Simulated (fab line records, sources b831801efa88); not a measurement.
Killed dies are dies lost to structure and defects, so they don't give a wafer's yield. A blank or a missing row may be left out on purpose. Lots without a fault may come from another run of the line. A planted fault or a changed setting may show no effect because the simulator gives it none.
fab line records | flow sky130
record lots=13 wafers=39 last_day=49
route steps=708 shown FIELD_ISO@18 VT_ADJUST_PCH@150 SONOS_TUNNEL@161 LDD_LDN@293
lots that met no fault: from a run of the same line without faults
start_h: hours from the record's first day to the start of the lot's first wafer shown | wait_h: hours since the lot's step before | " the same as in the row above | L1.1+2: a row that stands for several wafers | - no value, or no start given | * or withheld: withheld | < > ~ a bound
route shown NAME@n: a module of which the file shows steps, and the number in the route of the first | usual: mean/standard deviation of fault-free wafers | same: alike in all rows | chamber/n: place in a boat | sites: the reading at each site | _std_site: their standard deviation | _edge_site: outer sites' mean less inner sites' | radius_mm: how far each site lies from the wafer's centre | mask NAME#n: copy n | behind: the tool/chamber that last shaped the wafer | hold: why the lot was held/for how many hours/how that ended | device: the transistor (n, p or np) that didn't switch | end of line: the same wafers' tests at the end of the route | a step without rows: its recipe alone | killed: dies lost to structure and defects at the first sort, not the wafer's yield | map: a wafer's dies, x killed, . not, _ none there
set.NAME: the setting as run; set.NAME@STEP: as run at that earlier step | model.NAME: the simulator's own value behind a step, which no gauge read
steps of the route over a sample of lots; a table a step, a row a wafer
services: from which hour (start_h, from the record's first day; less than 0 if before it) a tool's chamber was out of use, for how many hours, and why
## steps
# step SKY_FIELD_ISO_ETCH_17
# recipe target_depth_a=3420 mask_material=Si3N4 chemistry=HBr/Cl2/O2 target=Si taper_deg=5 icp_w=600 bias_w=150 pressure_mtorr=15 HBr_flow_sccm=150 Cl2_flow_sccm=40 O2_flow_sccm=6 time_s=97.7
# usual bias_w=150.0/0.45 drypump_motor_current_A=5.8/0.58 oes_product_au=0.988/0.013 throttle_valve_pct=25.665/0.012
# columns lot.wafer tool chamber start_h wait_h bias_w drypump_motor_current_A oes_product_au rf_hours_counter_h throttle_valve_pct
L671.1 rie_si-01 0 30.26 0.1 150.6 5.2 0.980 124 25.667
L671.3 " 1 " " 150.8 6.4 0.974 52 25.659
L671.4 " 2 " " 149.9 5.9 0.971 23 25.687
L672.1 rie_si-02 2 34.76 0.1 150.3 6.1 1.008 141 25.664
L672.2 " 3 " " 150.1 6.7 0.987 25 25.647
L672.5 " 2 " " 149.7 6.1 1.011 - 25.644
L673.1 rie_si-02 2 39.28 0.1 149.7 6.0 1.021 141 25.643
L673.4 " 1 " " 149.2 5.1 0.986 127 25.670
L673.5 " 2 " " 150.2 6.1 1.016 - 25.638
L676.2 rie_si-02 0 56.53 0.1 150.5 5.3 0.982 89 25.651
L676.4 " 3 " " 149.9 6.7 0.976 25 25.661
L676.6 " 0 " " 150.4 5.4 0.977 - 25.661
L678.3 rie_si-02 3 68.07 0.0 149.7 6.7 0.978 25 25.682
L678.4 " 2 " " 150.3 6.0 1.012 141 25.635
L678.5 " 3 " " 148.6 6.7 0.974 - 25.669
L679.3 rie_si-01 0 69.78 0.0 149.8 5.2 0.971 125 25.666
L679.4 " 3 " " 149.8 5.7 0.990 61 25.663
L679.6 " 2 " " 150.5 5.9 0.992 - 25.659
L680.1 rie_si-02 0 75.83 0.1 149.7 5.3 0.980 89 25.659
L680.4 " 2 " " 150.0 6.1 1.008 141 25.645
L680.5 " 1 " " 150.5 5.0 0.997 - 25.669
L681.2 rie_si-02 1 80.81 0.1 150.7 5.1 0.985 127 25.670
L681.3 " 3 " " 149.8 6.7 0.971 25 25.673
L681.5 " 1 " " 150.2 5.1 0.999 - 25.664
L685.2 rie_si-02 0 101.67 0.1 149.7 5.3 0.983 89 25.669
L685.3 " 1 " " 149.8 5.1 1.009 127 25.660
L685.6 " 3 " " 150.2 6.7 1.005 - 25.667
L686.2 rie_si-02 1 106.38 0.1 149.4 5.1 0.989 127 25.673
L686.3 " 0 " " 150.2 5.3 0.977 89 25.685
L686.4 " 3 " " 149.6 6.7 0.989 26 25.672
L687.1 rie_si-02 1 114.53 0.1 149.3 5.1 0.996 127 25.685
L687.2 " 0 " " 150.1 5.4 0.982 89 25.676
L687.6 " 1 " " 150.3 5.1 0.978 - 25.688
L688.1 rie_si-01 3 119.93 0.1 150.0 5.7 0.987 61 25.668
L688.2 " 0 " " 149.9 5.3 0.974 125 25.666
L688.5 " 0 " " 149.7 5.2 0.968 - 25.684
L690.1 rie_si-02 0 130.23 0.1 149.8 5.4 0.983 90 25.683
L690.3 " 0 " " 149.6 5.3 0.986 - 25.662
L690.6 " 3 " " 150.0 6.7 0.986 - 25.664
# step SKY_VT_ADJUST_PCH_OVL_MEAS_07
# usual VT_ADJUST_PCH_OVL=-0.3/1.3
# columns lot.wafer tool chamber start_h wait_h VT_ADJUST_PCH_OVL[nm]
L671.1 overlay-02 - 228.50 - 2.3
L671.3 " - " " 1.7
L671.4 " - " " 2.3
L672.1 overlay-02 - 232.80 - 0.1
L672.2 " - " " 0.2
L672.5 " - " " -2.5
L673.1 overlay-01 - 240.80 - -2.2
L673.4 " - " " -0.8
L673.5 " - " " -0.6
L676.2 overlay-02 - 264.67 - -0.1
L676.4 " - " " 0.9
L676.6 " - " " -0.5
L678.3 overlay-02 - 280.52 - 0.9
L678.4 " - " " 0.7
L678.5 " - " " 0.6
L679.3 overlay-02 - 284.62 - -0.8
L679.4 " - " " 0.0
L679.6 " - " " -2.2
L680.1 overlay-02 - 293.41 - 3.5
L680.4 " - " " 2.4
L680.5 " - " " 2.4
L681.2 overlay-02 - 299.72 - -0.4
L681.3 " - " " -0.2
L681.5 " - " " -0.4
L685.2 overlay-01 - 335.87 - -1.8
L685.3 " - " " -1.8
L685.6 " - " " -0.2
L686.2 overlay-01 - 341.40 - 0.4
L686.3 " - " " -0.2
L686.4 " - " " -0.5
L687.1 overlay-01 - 348.59 - 0.1
L687.2 " - " " -1.3
L687.6 " - " " -0.9
L688.1 overlay-01 - 356.65 - 0.9
L688.2 " - " " 0.4
L688.5 " - " " -1.3
L690.1 overlay-02 - 374.70 - -1.5
L690.3 " - " " -1.3
L690.6 " - " " -1.5
# step SKY_SONOS_TUNNEL_CD_MEAS_07
# recipe target_cd_nm=410
# usual cd_nm=410.5/2.5
# columns lot.wafer tool chamber start_h wait_h cd_nm
L671.1 cd_sem-02 - 251.13 0.1 409.6
L671.3 " - " " 408.7
L671.4 " - " " 409.5
L672.1 cd_sem-01 - 256.53 0.1 409.5
L672.2 " - " " 408.1
L672.5 " - " " 407.7
L673.1 cd_sem-01 - 264.45 0.1 409.9
L673.4 " - " " 409.3
L673.5 " - " " 410.2
L676.2 cd_sem-02 - 289.85 0.1 414.2
L676.4 " - " " 413.9
L676.6 " - " " 414.3
L678.3 cd_sem-01 - 305.82 0.1 409.9
L678.4 " - " " 407.5
L678.5 " - " " 410.0
L679.3 cd_sem-01 - 310.11 0.2 406.9
L679.4 " - " " 408.9
L679.6 " - " " 407.0
L680.1 cd_sem-01 - 318.68 0.1 413.0
L680.4 " - " " 412.2
L680.5 " - " " 413.5
L681.2 cd_sem-01 - 325.57 0.1 411.1
L681.3 " - " " 409.8
L681.5 " - " " 411.8
L685.2 cd_sem-02 - 362.41 0.1 409.5
L685.3 " - " " 408.9
L685.6 " - " " 408.7
L686.2 cd_sem-02 - 368.36 0.1 413.8
L686.3 " - " " 413.6
L686.4 " - " " 414.1
L687.1 cd_sem-01 - 377.13 0.1 408.0
L687.2 " - " " 405.3
L687.6 " - " " 404.6
L688.1 cd_sem-01 - 385.04 0.1 413.6
L688.2 " - " " 412.9
L688.5 " - " " 412.8
L690.1 cd_sem-01 - 403.45 0.1 412.5
L690.3 " - " " 410.6
L690.6 " - " " 410.5
# step SKY_LDD_LDN_EXPOSE_04
# recipe mask_id=LDNTM na=0.6 source_shape=conventional sigma_outer=0.6 polarization=unpolarized target_cd_nm=700 dose_mj=140
# columns lot.wafer tool chamber start_h wait_h mask
L671.1+3+4 iline_stepper-01 0 512.23 - LDNTM#0
L672.1+2+5 iline_stepper-02 0 514.20 - LDNTM#0
L673.1+4+5 iline_stepper-01 0 531.95 - LDNTM#0
L676.2+4+6 iline_stepper-02 0 562.66 - LDNTM#0
L678.3+4+5 iline_stepper-02 0 589.45 - LDNTM#0
L679.3+4+6 iline_stepper-02 0 590.52 - LDNTM#0
L680.1+4+5 iline_stepper-02 0 594.81 - LDNTM#0
L681.2+3+5 iline_stepper-01 0 601.67 - LDNTM#0
L685.2+3+6 iline_stepper-01 0 632.42 - LDNTM#0
L686.2+3+4 iline_stepper-01 0 640.93 - LDNTM#0
L687.1+2+6 iline_stepper-01 0 647.69 - LDNTM#0
L688.1+2+5 iline_stepper-01 0 657.39 - LDNTM#0
L690.1+3+6 iline_stepper-01 0 675.34 - LDNTM#0
# step SKY_LDD_LDN_OVL_MEAS_07
# usual LDD_LDN_OVL=0.3/1.4
# columns lot.wafer tool chamber start_h wait_h LDD_LDN_OVL[nm]
L671.1 overlay-02 - 527.11 0.1 0.1
L671.3 " - " " 0.6
L671.4 " - " " 1.2
L672.1 overlay-01 - 528.61 0.1 0.1
L672.2 " - " " -0.8
L672.5 " - " " -2.1
L673.1 overlay-02 - 546.54 0.1 -0.1
L673.4 " - " " 1.1
L673.5 " - " " 2.0
L676.2 overlay-01 - 577.95 0.1 -53.9
L676.4 " - " " -53.4
L676.6 " - " " -54.6
L678.3 overlay-01 - 603.85 0.1 -54.3
L678.4 " - " " -55.8
L678.5 " - " " -54.3
L679.3 overlay-01 - 604.82 0.1 -53.7
L679.4 " - " " -52.7
L679.6 " - " " -54.8
L680.1 overlay-01 - 608.69 0.1 -53.5
L680.4 " - " " -53.2
L680.5 " - " " -52.5
L681.2 overlay-01 - 616.03 0.1 3.7
L681.3 " - " " 3.1
L681.5 " - " " 1.0
L685.2 overlay-01 - 646.45 0.1 1.6
L685.3 " - " " -0.2
L685.6 " - " " -1.3
L686.2 overlay-01 - 654.93 0.1 1.6
L686.3 " - " " -0.3
L686.4 " - " " 0.0
L687.1 overlay-01 - 661.82 0.1 -1.0
L687.2 " - " " -0.8
L687.6 " - " " 1.0
L688.1 overlay-01 - 671.52 0.1 0.9
L688.2 " - " " 0.2
L688.5 " - " " 0.2
L690.1 overlay-01 - 689.49 0.1 0.7
L690.3 " - " " 1.5
L690.6 " - " " 0.4
## services
# columns tool chamber start_h hours kind
iline_stepper-02 - 24.07 1.7 pm
rie_si-02 0 78.52 6.9 repair
rie_si-02 2 82.85 10.0 repair
iline_stepper-02 - 128.00 3.7 repair
rie_si-02 1 130.04 5.5 repair
rie_si-02 1 153.70 7.6 repair
iline_stepper-01 - 156.48 1.7 pm
rie_si-02 1 168.93 1.4 repair
iline_stepper-01 - 186.61 2.1 pm
iline_stepper-02 - 242.25 1.7 pm
iline_stepper-01 - 275.51 1.7 repair
iline_stepper-01 - 315.59 6.8 repair
iline_stepper-01 - 364.27 4.4 pm
iline_stepper-01 - 374.66 1.7 pm
iline_stepper-02 - 384.90 10.5 repair
iline_stepper-02 - 396.60 2.1 pm
rie_si-02 0 457.53 2.9 repair
iline_stepper-02 - 460.43 1.7 pm
rie_si-02 2 470.44 7.5 repair
rie_si-02 0 474.80 3.3 repair
rie_si-02 - 475.88 2.8 pm
iline_stepper-02 - 489.84 4.4 pm
iline_stepper-01 - 587.14 6.8 repair
iline_stepper-01 - 593.95 1.7 pm
## key
first_sign step=SKY_LDD_LDN_OVL_MEAS_07 reading=LDD_LDN_OVL direction=down sigmas=39 usual=0.3 struck=-53.9
effect none on later readings
met_at SKY_LDD_LDN_EXPOSE_04
struck_lots L676,L678,L679,L680
tester_left_out L676,L678,L679,L680
not_acting_at SKY_FIELD_ISO_ETCH_17,SKY_VT_ADJUST_PCH_OVL_MEAS_07,SKY_SONOS_TUNNEL_CD_MEAS_07
onset_between 514.20 562.66
fault kind=scanner_matching_overlay tool=iline_stepper-02 chamber=- onset_h=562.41 steps=SKY_LDD_LDN_EXPOSE_04 offset=-54.139
# tester_left_out: of these lots the tester's yield and bins aren't shown, on N5 and GAA mostly nor the transistor test; their killed dies are dies lost to structure and defects alone, not to doping, threshold or leakage, so they don't give the yield
